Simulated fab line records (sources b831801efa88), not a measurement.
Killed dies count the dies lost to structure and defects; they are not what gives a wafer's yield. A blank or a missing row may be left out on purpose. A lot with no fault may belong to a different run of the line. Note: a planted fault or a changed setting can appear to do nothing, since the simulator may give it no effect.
A struck lot beside a sound one || flow sky130 || 44 out of 708 route steps
Sound: the wafers L972.1, L972.5, L972.6. Wafers struck: L987.5, L987.6. The cause comes at the end.
For every step that has rows: the tool of each side, followed by ch and its chambers, followed by its first start. Under that, the readings that differ: sound wafers || struck wafers || difference of the means || sigmas: that difference in standard deviations of wafers without a fault.
alike: same words and numbers on both sides, and readings whose means sit less than 2 such deviations apart. not compared: any withheld reading, any reading some wafer has no value for, any bound like >300 that may hide the same value, and any number with overlapping values for which the record gives no deviation.
Wherever a step has rows on one side only, a row that says differs or no value, or a row with sigmas, the two part there. Numbers that have no deviation but don't overlap get no sigmas and don't part them. Lack of a reading on every wafer of one side parts them only where that side has two or more wafers.

SKY_NWELL_OVL_MEAS_10:
  sound: overlay-01 at day 6 05:22; struck: overlay-02 at day 9 21:29
  alike: NWELL_00_OVL
then, 3 steps without rows for these wafers: SKY_NWELL_IMPLANT_11; SKY_NWELL_IMPLANT_12; SKY_NWELL_IMPLANT_13.
SKY_NWELL_STRIP_14: strips in O2/N2.
  sound on plasma_asher-01 ch 0,1, day 6 05:51; struck on plasma_asher-04 ch 0,1, day 9 22:01
  alike: drypump_motor_current_A, oes_product_au, strip_time_to_endpoint_s
  not compared: rf_hours_counter_h
SKY_NWELL_TW_MEAS_15:
  sound: film_metro-03 at day 6 05:57; struck: film_metro-01 at day 9 22:05
  alike: NWELL_TW
then, 6 steps without rows for these wafers: SKY_NWELL_DEHYDRATE_16 (time 60 s); SKY_NWELL_HMDS_17 (prime time 60 s); SKY_NWELL_COAT_18 (resist thk 3000 nm); SKY_NWELL_SOFTBAKE_19; SKY_NWELL_EXPOSE_20 (exposes mask NWM COMPLEMENT, target cd 840 nm); SKY_NWELL_PEB_21.
SKY_NWELL_DEVELOP_22: develop time 60 s.
  sound on litho_track-03 ch 0, day 7 00:00; struck on litho_track-01 ch 0, day 10 19:00
SKY_NWELL_OVL_MEAS_23:
  sound: overlay-01 at day 7 00:26; struck: overlay-01 at day 10 19:50
  alike: NWELL_01_OVL
after that, 1 step had no rows for these wafers: SKY_NWELL_IMPLANT_24.
SKY_NWELL_STRIP_25: strips in O2/N2.
  sound on plasma_asher-04 ch 0,1, day 7 00:38; struck on plasma_asher-02 ch 0,1, day 10 20:04
  alike: drypump_motor_current_A, oes_product_au, strip_time_to_endpoint_s
  not compared: rf_hours_counter_h
SKY_NWELL_TW_MEAS_26:
  sound: film_metro-01 at day 7 00:44; struck: film_metro-03 at day 10 20:08
  alike: NWELL_2_TW
then, 1 step without rows for these wafers: SKY_NWELL_CLEAN_27 (cleans in SC1/SC2, time 150 s).
SKY_NWELL_RTA_28: time 30 s.
  sound on rtp_anneal-01 ch 0, day 7 00:50; struck on rtp_anneal-02 ch 0, day 10 20:16
  alike: lamp_power_pct, wafer_temp_C_max
SKY_NWELL_RS_MEAS_29: uses a four-point probe to measure.
  sound: film_metro-04 at day 7 00:56; struck: film_metro-01 at day 10 20:23
  alike: NWELL_RS
SKY_NWELL_RS_MEAS_31: uses a four-point probe to measure.
  sound: film_metro-04 at day 7 01:11; struck: film_metro-01 at day 10 20:38
  alike: PWDE_RS
then, 7 steps without rows for these wafers: SKY_VT_ADJUST_HVTP_DEHYDRATE_00 (time 60 s); SKY_VT_ADJUST_HVTP_HMDS_01 (prime time 60 s); SKY_VT_ADJUST_HVTP_COAT_02 (resist thk 1140 nm); SKY_VT_ADJUST_HVTP_SOFTBAKE_03 (time 60 s); SKY_VT_ADJUST_HVTP_EXPOSE_04 (exposes mask HVTPM, target cd 380 nm); SKY_VT_ADJUST_HVTP_PEB_05; SKY_VT_ADJUST_HVTP_DEVELOP_06 (develop time 60 s).
SKY_VT_ADJUST_HVTP_CD_MEAS_07: the cd target is 380 nm.
  sound: cd_sem-01 at day 7 20:35; struck: cd_sem-02 at day 11 19:46
{"reading": "cd_nm (nm)", "sound": "377.8 377.1 376.6", "struck": "381.7 384.6", "difference": "+6.0", "sigmas": "+3"}
SKY_VT_ADJUST_HVTP_OVL_MEAS_08:
  sound: overlay-01 at day 7 20:42; struck: overlay-02 at day 11 19:50
  alike: VT_ADJUST_HVTP_OVL
after that, 1 step had no rows for these wafers: SKY_VT_ADJUST_HVTP_IMPLANT_09.
SKY_VT_ADJUST_HVTP_STRIP_10: strips in O2/N2.
  sound on plasma_asher-03 ch 0,1, day 7 20:53; struck on plasma_asher-04 ch 0,1, day 11 20:04
  alike: drypump_motor_current_A, oes_product_au, strip_time_to_endpoint_s
  not compared: rf_hours_counter_h
SKY_VT_ADJUST_HVTP_TW_MEAS_11:
  sound: film_metro-04 at day 7 20:59; struck: film_metro-02 at day 11 20:08
  alike: VT_ADJUST_HVTP_TW
then, 7 steps without rows for these wafers: SKY_VT_ADJUST_LVTN_DEHYDRATE_00 (time 60 s); SKY_VT_ADJUST_LVTN_HMDS_01 (prime time 60 s); SKY_VT_ADJUST_LVTN_COAT_02 (resist thk 3000 nm); SKY_VT_ADJUST_LVTN_SOFTBAKE_03; SKY_VT_ADJUST_LVTN_EXPOSE_04 (exposes mask NWM COMPLEMENT LESS NATIVE, target cd 840 nm); SKY_VT_ADJUST_LVTN_PEB_05; SKY_VT_ADJUST_LVTN_DEVELOP_06 (develop time 60 s).
SKY_VT_ADJUST_LVTN_OVL_MEAS_07:
  sound: overlay-02 at day 8 16:47; struck: overlay-01 at day 12 19:38
  alike: VT_ADJUST_LVTN_OVL
-- here the record skips 23 days between the struck wafers' starts before and after, leaving off in module VT_ADJUST_LVTN and picking up in module LI_CONTACT (first step shown: number 384 of the route) --
SKY_LI_CONTACT_RS_MEAS_22: uses a four-point probe to measure.
  sound: film_metro-04 at day 31 17:07; struck: film_metro-02 at day 36 03:52
  alike: LI_CONTACT_W_RS
  not compared: hold
SKY_LI_CONTACT_THK_MEAS_23: measures by xrf.
  sound: film_metro-04 at day 31 17:14; struck: film_metro-02 at day 36 08:35
{"reading": "LI_CONTACT_W_THK (nm)", "sound": "413 412 419", "struck": "399 397", "difference": -17, "sigmas": -3}
  not compared: hold
-- here the record skips 14 days between the struck wafers' starts before and after, leaving off in module LI_CONTACT and picking up in module PAD_OPEN (first step shown: number 708 of the route) --
SKY_PAD_OPEN_PROBE_99:
  sound: prober-01 at day 47 14:13; struck: prober-02 at day 50 15:27
{"reading": "model.etest.pfet_16v.r_on_ohm_um", "sound": "1.505e+04 1.49e+04 1.485e+04", "struck": "1.641e+04 1.641e+04", "difference": "+1.477e+03", "sigmas": ""}
{"reading": "model.etest.nfet_16v.r_on_ohm_um", "sound": "1.371e+04 1.369e+04 1.368e+04", "struck": "1.332e+04 1.34e+04", "difference": -3.333e+02, "sigmas": ""}
{"reading": "model.etest.res_iso_pwell.width_nm (nm)", "sound": "2665 2664 2658", "struck": "2493 2485", "difference": -173, "sigmas": ""}
{"reading": "model.etest.res_nwell.line_ohm_um", "sound": "1194 1172 1171", "struck": "1032 1059", "difference": -134, "sigmas": ""}
{"reading": "model.etest.res_nwell.width_nm (nm)", "sound": "832.5 828 832.8", "struck": "897 903.1", "difference": "+69", "sigmas": ""}
{"reading": "model.etest.pfet_16v.drive_ua_um", "sound": "246.6 247.6 251.1", "struck": "221.2 221.2", "difference": -27.2, "sigmas": ""}
  alike: killed_at_M0_to_M3, killed_at_M4_up, killed_at_contacts, killed_at_front_end, killed_at_other, killed_dies, killed_open, killed_short

== WHERE THEY PART ==
First at SKY_VT_ADJUST_HVTP_CD_MEAS_07; last, within this record, at SKY_LI_CONTACT_THK_MEAS_23. Later steps at which nothing parts them and some readings are alike: SKY_PAD_OPEN_PROBE_99.

WHY: what had been put in by the simulator
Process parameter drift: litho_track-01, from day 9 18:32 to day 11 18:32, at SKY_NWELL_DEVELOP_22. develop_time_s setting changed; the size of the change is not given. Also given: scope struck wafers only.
